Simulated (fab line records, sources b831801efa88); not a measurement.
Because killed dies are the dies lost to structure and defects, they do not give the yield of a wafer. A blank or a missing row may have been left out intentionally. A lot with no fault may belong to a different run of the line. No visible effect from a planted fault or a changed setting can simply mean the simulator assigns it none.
Matching of chambers ; flow sfq line ; cmp-02 running SFQ_TRILAYER_I1_CMP_CMP_046: 4 sister chambers
The step polishes SiO2. 8 wafers are shown with their chamber, then 6 later ones without.

WAFERS, EACH WITH ITS CHAMBER
wafer;chamber;motor current A (A);time to endpoint s (s)
L887.6;1;10.9;217
L888.4;1;10.7;216
L889.4;2;10.0;232
L889.3;0;10.6;214
L892.5;2;9.0;232
L892.6;3;7.4;225
L896.1;0;10.8;208
L896.3;3;7.4;208

WAFERS WHOSE CHAMBER IS MISSING
wafer;motor current A (A);time to endpoint s (s)
L896.5;10.3;217
L899.4;11.1;213
L899.3;11.4;208
L899.6;9.9;217
L907.3;7.9;217
L907.5;10.1;218

WHICH CHAMBER EACH WENT THROUGH
wafer;from the rows above;in truth
L896.5;can't be placed: 1 or 0 or 2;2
L899.4;can't be placed: 1 or 0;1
L899.3;can't be placed: 0 or 1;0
L899.6;can't be placed: 0 or 1 or 2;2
L907.3;3;3
L907.5;can't be placed: 1 or 0 or 2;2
Placed correctly: 1 of 6. From these rows, 5 cannot be placed; in 5 the true chamber is one of the candidates. Wrongly placed: 0.
How it was worked out, from the rows above alone: a wafer's distance from a chamber is the root of the sum, over the readings, of the square of ((its reading less the chamber's mean) divided by the reading's scatter). If the next closest chamber is less than 2 further off than the closest, the wafer can't be placed; otherwise it belongs to the closest. The mean given for a chamber averages the wafers shown for that chamber. The scatter is the square root of a quotient: the sum, over the shown wafers, of each reading's squared deviation from its chamber's mean, divided by wafers minus chambers.
